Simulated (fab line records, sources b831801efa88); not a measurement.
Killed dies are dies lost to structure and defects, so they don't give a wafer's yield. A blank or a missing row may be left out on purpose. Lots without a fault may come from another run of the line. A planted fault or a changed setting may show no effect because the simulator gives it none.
A struck lot beside a sound one | flow sky130 | 23 steps out of a route of 708
Sound: wafers L345.1, L345.3, L345.4. Struck: wafers L343.2, L343.4, L343.6. The cause comes at the end.
At each step with rows: each side's tool, then ch and its chambers, then its first start. Under that, the readings that differ: sound wafers | struck wafers | difference of the means | sigmas: that difference in standard deviations of wafers without a fault.
alike: readings whose means differ by less than 2 such deviations, and words and numbers that are the same on both sides. not compared: withheld readings, readings that some wafer has no value for, bounds like >300 that may hide the same value, and numbers for which the record gives no deviation and whose values overlap.
The two part at a step that has a row with sigmas, a row that says differs or no value, or rows on one side only. Numbers that don't overlap but have no deviation are shown without sigmas and don't part them. A reading that every wafer of one side lacks parts them only if that side has two wafers or more.

first, 1 step without rows for these wafers: SKY_SONOS_TUNNEL_STRIP_11 (strips in SPM, time 600 s).
SKY_SONOS_TUNNEL_TW_MEAS_12:
  sound on film_metro-01, day 17 00:32; struck on film_metro-03, day 16 02:47
  reading         | sound             | struck            | difference | sigmas
  SONOS_TUNNEL_TW | 198.6 198.3 198.7 | 195.6 195.9 195.3 | -2.9       | -2
then, 2 steps without rows for these wafers: SKY_SONOS_TUNNEL_CLEAN_13 (cleans in dHF, time 20 s); SKY_SONOS_ONO_OXIDATION_00 (stabilise 600 s, purge 300 s, target thk 2.6 nm).
SKY_SONOS_ONO_THK_MEAS_01:
  sound on film_metro-04, day 17 03:02; struck on film_metro-04, day 16 04:38
  alike: SONOS_ONO_OXIDATION_THK
then, 1 step without rows for these wafers: SKY_SONOS_ONO_CVD_02 (deposits Si3N4 from DCS/NH3, target thk 10.5 nm, time 180 s).
SKY_SONOS_ONO_THK_MEAS_03:
  sound on film_metro-04, day 17 04:09; struck on film_metro-02, day 16 05:44
  alike: SONOS_ONO_CVD_02_THK
then, 1 step without rows for these wafers: SKY_SONOS_ONO_CVD_04 (deposits SiO2 from SiH4/N2O, target thk 5.7199 nm).
SKY_SONOS_ONO_THK_MEAS_05:
  sound on film_metro-04, day 17 06:05; struck on film_metro-02, day 16 07:03
  alike: SONOS_ONO_CVD_04_THK
then, 3 steps without rows for these wafers: SKY_SONOS_ONO_DEHYDRATE_06 (time 60 s); SKY_SONOS_ONO_HMDS_07 (prime time 60 s); SKY_SONOS_ONO_COAT_08 (resist thk 1140 nm).
SKY_SONOS_ONO_SOFTBAKE_09: time 60 s.
  sound on litho_track-03 ch 0, day 17 20:35; struck on litho_track-02 ch 0, day 16 21:30
  reading                                        | sound             | struck            | difference | sigmas
  heater_power_total_W (W)                       | 56.65 56.66 56.62 | 59.09 59.20 59.16 | +2.51      | +58
  plate_temp_C (C)                               | 89.92 89.81 90.02 | 92.89 92.89 92.81 | +2.95      | +23
  model.NOVOLAK_of_SONOS_ONO_COAT_08.thk_nm (nm) | 1139 1138 1142    | 1128 1128 1126    | -12        |
then, 3 steps without rows for these wafers: SKY_SONOS_ONO_EXPOSE_10 (exposes mask ONOM, target cd 410 nm); SKY_SONOS_ONO_PEB_11; SKY_SONOS_ONO_DEVELOP_12 (develop time 60 s).
SKY_SONOS_ONO_CD_MEAS_13: target cd 410 nm.
  sound on cd_sem-02, day 18 12:37; struck on cd_sem-02, day 17 11:57
  reading    | sound             | struck            | difference | sigmas
  cd_nm (nm) | 409.7 410.8 413.1 | 405.3 404.9 405.7 | -5.9       | -2
SKY_SONOS_ONO_OVL_MEAS_14:
  sound on overlay-02, day 18 12:44; struck on overlay-01, day 17 12:04
  alike: SONOS_ONO_OVL
SKY_SONOS_ONO_ETCH_15: etches the open film in CHF3/O2, target depth 19.52 nm, time 7.8 s.
  sound on rie_diel-02 ch 0,3, day 18 12:47; struck on rie_diel-04 ch 0,3, day 17 12:05
  reading                                        | sound          | struck         | difference | sigmas
  model.NOVOLAK_of_SONOS_ONO_COAT_08.thk_nm (nm) | 1122 1122 1126 | 1112 1111 1109 | -13        |
  alike: drypump_motor_current_A, oes_product_au, throttle_valve_pct
  not compared: rf_hours_counter_h
then, 1 step without rows for these wafers: SKY_SONOS_ONO_WET_ETCH_16 (etches SiO2 in dHF, target depth 14 nm, time 280 s).
SKY_SONOS_ONO_STRIP_17: strips in O2/N2.
  sound on plasma_asher-01 ch 0,1, day 18 12:53; struck on plasma_asher-03 ch 0, day 17 12:13
  reading                      | sound             | struck            | difference | sigmas
  drypump_motor_current_A (A)  | 6.6 5.6 6.6       | 5.2 5.2 5.2       | -1.1       | -2
  strip_time_to_endpoint_s (s) | 14.08 14.06 14.13 | 13.96 13.94 13.92 | -0.15      | -5
  alike: o2_flow_sccm, oes_product_au
  not compared: rf_hours_counter_h
then, 2 steps without rows for these wafers: SKY_SONOS_ONO_WET_ETCH_18 (etches Si3N4 in H3PO4, target depth 15 nm, time 172 s); SKY_PAD_OPEN_PROBE_99.

WHERE THEY PART
First at SKY_SONOS_TUNNEL_TW_MEAS_12; last, within this record, at SKY_SONOS_ONO_STRIP_17.

WHY: what the simulator had put in
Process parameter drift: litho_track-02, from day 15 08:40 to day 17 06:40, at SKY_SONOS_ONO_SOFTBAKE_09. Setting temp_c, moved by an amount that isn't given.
